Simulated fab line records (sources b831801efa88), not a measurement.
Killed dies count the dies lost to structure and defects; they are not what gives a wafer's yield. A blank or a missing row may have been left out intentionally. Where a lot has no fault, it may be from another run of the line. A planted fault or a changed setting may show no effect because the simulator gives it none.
fab line records    flow sfq-line
record lots=6  wafers=18  last-day=96
route steps=325 shown JJ@193 M5@198
lots untouched by any fault: they come from a run of this same line in which no faults occurred
start-h: hours from the record's opening day to when the first of the lot's shown wafers began    wait-h: hours from the lot's prior step to this one    " identical to the entry in the row above    L1.1+2: a row that stands for several wafers    - either no value or no given start    * or withheld: withheld    < > ~ a bound
route shown NAME@n: a module of which the file shows steps, and the number in the route of the first    usual: mean/standard deviation taken from wafers without a fault    same: alike in all rows    chamber/n: place in a boat    sites: readings site by site    _std_site: standard deviation across them    _edge_site: the outer-site mean with the inner-site mean subtracted    radius-mm: how far each site lies from the wafer's centre    mask NAME#n: copy n    behind: tool/chamber where the wafer was last shaped    hold: what put the lot on hold/how long, in hours/how the hold closed    device: the n, p or np transistor that did not switch    end of line: the tests these same wafers got at the end of their route    step lacking rows: just its recipe    killed: at the first sort, the dies lost to defects and structure; wafer yield is something else    map: a wafer's dies, x killed, . not, _ none there
set.NAME: setting as actually run; set.NAME@STEP: the setting as run at that earlier step    model.NAME: the simulator's own value behind a step, which no gauge read
certain route steps with their lots: each step a table, each wafer a row
services: a tool's chamber out of use, with start hour (start-h, from the record's first day; less than 0 if before it), hours out, and reason
## steps
# step SFQ_TRILAYER_JJ_CE_BARC_OPEN_RIE_150
# recipe mask-material=PR  chemistry=O2  target-depth-nm=240  target=BARC  icp-w=600  bias-w=80  pressure-mtorr=10  time-s=80
# usual drypump-motor-current-A=5.9/0.33  oes-product-au=0.538/0.0047
lot.wafer  tool          chamber  start-h  wait-h  drypump-motor-current-A  oes-product-au  rf-hours-counter-h
L679.2     rie-metal-02  0        1231.59  0.8     5.5                      0.542           103
L679.5     "             1        "        "       6.0                      0.539           -
L679.6     "             0        "        "       5.4                      0.541           -
L687.2     rie-metal-04  1        1477.70  0.8     6.3                      0.536           8
L687.3     "             1        "        "       6.4                      0.529           -
L687.5     "             1        "        "       6.4                      0.530           -
L689.2     rie-metal-02  0        1571.49  0.8     5.5                      0.535           28
L689.3     "             0        "        "       5.5                      0.545           -
L689.6     "             0        "        "       5.5                      0.535           -
L691.3     rie-metal-01  1        1581.00  0.6     5.9                      0.532           -
L691.5     "             1        "        "       5.9                      0.536           -
L691.6     "             0        "        "       5.7                      0.530           -
L694.2     rie-metal-04  1        1626.66  0.8     6.4                      0.534           31
L694.4     "             0        "        "       5.7                      0.535           -
L694.5     "             1        "        "       6.4                      0.542           -
L697.1     rie-metal-01  0        1657.22  1.0     5.6                      0.531           19
L697.2     "             1        "        "       5.9                      0.539           58
L697.3     "             1        "        "       5.9                      0.534           -
# step SFQ_TRILAYER_JJ_CE_ETCH_RIE_118
# recipe target=Nb  stop-on=Al2O3  mask-material=PR  taper-deg=13.257  over-etch-frac=0.15  time-s=97.7  chemistry=SF6  target-depth-nm=170  icp-w=600  bias-w=80  pressure-mtorr=10
# usual drypump-motor-current-A=5.9/0.33  oes-product-au=0.985/0.0052
lot.wafer  tool          chamber  start-h  wait-h  drypump-motor-current-A  oes-product-au  rf-hours-counter-h
L679.2     rie-metal-02  0        1231.68  0.1     5.5                      0.988           103
L679.5     "             1        "        "       6.0                      0.982           -
L679.6     "             0        "        "       5.5                      0.978           -
L687.2     rie-metal-04  1        1477.79  0.1     6.4                      0.983           8
L687.3     "             1        "        "       6.4                      0.989           -
L687.5     "             1        "        "       6.4                      0.988           -
L689.2     rie-metal-02  0        1571.58  0.1     5.4                      0.984           28
L689.3     "             0        "        "       5.4                      0.976           -
L689.6     "             0        "        "       5.5                      0.981           -
L691.3     rie-metal-01  1        1581.10  0.1     5.9                      0.996           -
L691.5     "             1        "        "       5.9                      0.986           -
L691.6     "             0        "        "       5.6                      0.981           -
L694.2     rie-metal-04  1        1626.75  0.1     6.4                      0.991           31
L694.4     "             0        "        "       5.7                      0.992           -
L694.5     "             1        "        "       6.3                      0.993           -
L697.1     rie-metal-01  0        1657.31  0.1     5.6                      0.987           20
L697.2     "             1        "        "       5.9                      0.978           58
L697.3     "             1        "        "       5.9                      0.987           -
# step SFQ_TRILAYER_JJ_ANODIZE_ANODIZE_119
# recipe current-density-ma-cm2=withheld  end-current-density-ma-cm2=withheld  bath-temp-c=withheld
# step SFQ_TRILAYER_JJ_CE_STRIP_STRIP_120
# recipe gas=O2  power-w=200  platen-temp-c=40  overash-fraction=0.65  chemistry=O2  pressure-mtorr=50
# usual drypump-motor-current-A=5.69/0.2  oes-product-au=0.999/0.0083
lot.wafer  tool          chamber  start-h  wait-h  drypump-motor-current-A  oes-product-au  rf-hours-counter-h
L679.2     rie-metal-01  0        1232.49  0.2     5.67                     1.009           -
L679.5     "             0        "        "       5.63                     0.994           -
L679.6     "             0        "        "       5.66                     1.000           -
L687.2     rie-metal-02  0        1478.40  0.0     5.49                     0.996           15
L687.3     "             1        "        "       6.00                     0.987           -
L687.5     "             0        "        "       5.47                     1.002           -
L689.2     rie-metal-02  1        1572.18  0.0     6.03                     0.983           119
L689.3     "             0        "        "       5.47                     0.993           -
L689.6     "             1        "        "       6.03                     0.982           -
L691.3     rie-metal-01  0        1581.87  0.2     5.64                     1.014           -
L691.5     "             0        "        "       5.62                     1.011           -
L691.6     "             1        "        "       5.86                     1.000           -
L694.2     rie-metal-01  0        1627.36  0.0     5.66                     1.002           16
L694.4     "             1        "        "       5.87                     1.009           -
L694.5     "             1        "        "       5.85                     1.004           -
L697.1     rie-metal-02  0        1657.92  0.0     5.47                     0.999           46
L697.2     "             0        "        "       5.46                     0.999           -
L697.3     "             0        "        "       5.46                     0.999           -
# step SFQ_TRILAYER_JJ_CE_STRIP_SOLV_CLEAN_121
# recipe chemistry=NMP  temp-c=70  time-s=600
# step SFQ_TRILAYER_M5_LITHO_COAT_128
# recipe resist=BARC  spin-rpm=3000  resist-thk-nm=62
# step SFQ_TRILAYER_M5_LITHO_COAT_123
# recipe resist=KrF  spin-rpm=3000  resist-thk-nm=600
# step SFQ_TRILAYER_M5_LITHO_SOFTBAKE_127
# recipe temp-c=withheld  time-s=withheld  resist=KrF
# step SFQ_TRILAYER_M5_LITHO_EXPOSE_124
# recipe mask-id=M5  na=0.6  source-shape=conventional  sigma-outer=0.65  target-cd-nm=700  dose-mj=14.4
# step SFQ_TRILAYER_M5_LITHO_PEB_126
# recipe peb-temp-c=115  peb-time-s=60  resist=KrF
# step SFQ_TRILAYER_M5_LITHO_DEVELOP_125
# recipe time-s=60  resist=KrF
# step SFQ_M5_OVL_MEAS_932
# usual M5_OVL=1/6
lot.wafer  tool        chamber  start-h  wait-h  M5_OVL[nm]
L679.2     overlay-02  -        1368.23  0.1     8
L679.5     "           -        "        "       -2
L679.6     "           -        "        "       5
L687.2     overlay-02  -        1482.51  0.1     1
L687.3     "           -        "        "       14
L687.5     "           -        "        "       10
L689.2     overlay-01  -        1576.01  0.1     -3
L689.3     "           -        "        "       12
L689.6     "           -        "        "       -4
L691.3     overlay-02  -        1587.06  0.1     1
L691.5     "           -        "        "       4
L691.6     "           -        "        "       -1
L694.2     overlay-02  -        1631.29  0.1     -3
L694.4     "           -        "        "       -2
L694.5     "           -        "        "       3
L697.1     overlay-01  -        1788.22  0.1     1
L697.2     "           -        "        "       7
L697.3     "           -        "        "       1
# step SFQ_TRILAYER_M5_BARC_OPEN_METAL_ETCH_161
# recipe mask-material=PR  chemistry=O2  target-depth-nm=125  target=BARC  icp-w=583.8  bias-w=80  pressure-mtorr=10  time-s=41.7
# usual drypump-motor-current-A=5.9/0.31  oes-product-au=0.685/0.0047
lot.wafer  tool          chamber  start-h  wait-h  drypump-motor-current-A  oes-product-au  rf-hours-counter-h  model.KrF_of_TRILAYER_M5_LITHO_COAT_123.thk-nm
L679.2     rie-metal-04  0        1368.26  0.0     5.7                      0.680           33                  526.2
L679.5     "             0        "        "       5.7                      0.676           -                   523
L679.6     "             1        "        "       6.3                      0.688           -                   524.8
L687.2     rie-metal-01  0        1482.56  0.0     5.6                      0.688           -                   525
L687.3     "             0        "        "       5.6                      0.691           -                   525.2
L687.5     "             0        "        "       5.6                      0.688           -                   523.9
L689.2     rie-metal-01  1        1576.04  0.0     5.9                      0.680           44                  528.7
L689.3     "             0        "        "       5.7                      0.682           -                   531.2
L689.6     "             1        "        "       5.9                      0.686           -                   529.7
L691.3     rie-metal-01  1        1587.11  0.0     5.9                      0.685           -                   530.2
L691.5     "             1        "        "       5.9                      0.683           -                   530.5
L691.6     "             0        "        "       5.6                      0.691           -                   529.7
L694.2     rie-metal-04  1        1631.32  0.0     6.4                      0.688           32                  523.5
L694.4     "             1        "        "       6.4                      0.685           -                   522.8
L694.5     "             1        "        "       6.4                      0.688           -                   525.5
L697.1     rie-metal-03  0        1788.26  0.0     6.3                      0.692           49                  522
L697.2     "             0        "        "       6.3                      0.686           -                   519.8
L697.3     "             0        "        "       6.3                      0.682           -                   523.2
# step SFQ_TRILAYER_M5_ETCH_METAL_ETCH_126
# recipe target=Nb  stop-on=SiO2  mask-material=PR  over-etch-frac=0.15  time-s=203.2  chemistry=Cl2/BCl3  target-depth-nm=265  icp-w=600  bias-w=80  pressure-mtorr=10
# usual drypump-motor-current-A=5.9/0.31  oes-product-au=0.728/0.006
lot.wafer  tool          chamber  start-h  wait-h  drypump-motor-current-A  oes-product-au  rf-hours-counter-h  model.KrF_of_TRILAYER_M5_LITHO_COAT_123.thk-nm
L679.2     rie-metal-04  0        1368.32  0.0     5.7                      0.721           33                  373.1
L679.5     "             0        "        "       5.7                      0.734           -                   371.9
L679.6     "             1        "        "       6.4                      0.719           -                   373.6
L687.2     rie-metal-01  0        1482.72  0.1     5.6                      0.727           -                   372.8
L687.3     "             0        "        "       5.6                      0.719           -                   373
L687.5     "             0        "        "       5.6                      0.718           -                   370.1
L689.2     rie-metal-01  1        1576.10  0.0     5.9                      0.735           44                  376
L689.3     "             0        "        "       5.6                      0.732           -                   380.4
L689.6     "             1        "        "       5.9                      0.720           -                   377.9
L691.3     rie-metal-01  1        1587.21  0.1     5.9                      0.721           -                   376.1
L691.5     "             1        "        "       5.9                      0.735           -                   377.2
L691.6     "             0        "        "       5.6                      0.721           -                   376.1
L694.2     rie-metal-04  1        1631.38  0.0     6.4                      0.727           32                  369.6
L694.4     "             1        "        "       6.4                      0.733           -                   368.9
L694.5     "             1        "        "       6.4                      0.731           -                   371.6
L697.1     rie-metal-03  0        1788.38  0.1     6.3                      0.737           49                  371
L697.2     "             0        "        "       6.3                      0.721           -                   367.4
L697.3     "             0        "        "       6.3                      0.729           -                   371.6
# step SFQ_TRILAYER_M5_STRIP_STRIP_127
# recipe gas=O2  power-w=200  platen-temp-c=40  overash-fraction=0.65  chemistry=O2  pressure-mtorr=50
# usual drypump-motor-current-A=5.9/0.31  oes-product-au=0.999/0.0078
lot.wafer  tool          chamber  start-h  wait-h  drypump-motor-current-A  oes-product-au  rf-hours-counter-h
L679.2     rie-metal-04  0        1368.52  0.1     5.7                      0.997           34
L679.5     "             0        "        "       5.7                      0.991           -
L679.6     "             1        "        "       6.4                      0.993           -
L687.2     rie-metal-01  0        1483.25  0.5     5.6                      0.996           -
L687.3     "             0        "        "       5.6                      1.006           -
L687.5     "             0        "        "       5.6                      1.015           -
L689.2     rie-metal-01  1        1576.29  0.1     5.9                      0.998           45
L689.3     "             0        "        "       5.6                      0.995           -
L689.6     "             1        "        "       5.9                      1.008           -
L691.3     rie-metal-01  1        1587.54  0.3     5.9                      1.003           -
L691.5     "             1        "        "       5.9                      1.000           -
L691.6     "             0        "        "       5.7                      1.009           -
L694.2     rie-metal-04  1        1631.57  0.1     6.4                      1.015           32
L694.4     "             1        "        "       6.4                      1.007           -
L694.5     "             1        "        "       6.4                      1.006           -
L697.1     rie-metal-03  0        1788.77  0.3     6.3                      1.011           49
L697.2     "             0        "        "       6.3                      1.009           -
L697.3     "             0        "        "       6.3                      1.004           -
## services
tool          chamber  start-h  hours  kind
rie-metal-01  1        1217.62  -      clean
rie-metal-01  1        1217.62  -      consumable-replace:focus-ring
rie-metal-01  1        1217.62  18.6   scheduled-down
rie-metal-01  1        1217.62  18.6   vent-cycle
rie-metal-01  -        1233.49  2.8    pm
rie-metal-03  -        1244.11  5.7    repair
rie-metal-04  1        1249.74  12.6   repair
rie-metal-01  -        1285.56  14.6   repair
rie-metal-04  -        1315.15  28.1   pm
rie-metal-02  -        1361.70  2.8    pm
rie-metal-03  -        1379.84  1.4    pm
rie-metal-04  1        1399.53  -      clean
rie-metal-04  1        1399.53  -      consumable-replace:focus-ring
rie-metal-01  1        1479.11  9.3    repair
rie-metal-01  0        1514.86  -      clean
rie-metal-01  0        1514.86  -      consumable-replace:focus-ring
rie-metal-01  0        1514.86  20.8   scheduled-down
rie-metal-01  0        1514.86  20.8   vent-cycle
rie-metal-04  -        1571.34  14.6   pm
rie-metal-04  0        1598.16  22.3   repair
rie-metal-02  -        1615.47  0.2    repair
rie-metal-04  -        1680.12  0.4    repair
rie-metal-01  1        1739.91  20.6   repair
rie-metal-03  1        1763.47  5.0    repair
## key
first-sign none at tools or gauges
model-effect step=SFQ_TRILAYER_M5_BARC_OPEN_METAL_ETCH_161  value=KrF_of_TRILAYER_M5_LITHO_COAT_123.thk-nm  without=523.6  struck=530
model-effect step=SFQ_TRILAYER_M5_ETCH_METAL_ETCH_126  value=KrF_of_TRILAYER_M5_LITHO_COAT_123.thk-nm  without=370.8  struck=377.3
met-at SFQ_TRILAYER_M5_BARC_OPEN_METAL_ETCH_161
struck-wafers L689.2,L689.3,L689.6,L691.3,L691.5,L691.6
onset-between 1482.56 1576.04
fault kind=process-parameter-drift  tool=rie-metal-01  chamber=-  onset-h=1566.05  steps=SFQ_TRILAYER_M5_BARC_OPEN_METAL_ETCH_161  channel=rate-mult  offset=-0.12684  shape=step  end-h=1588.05
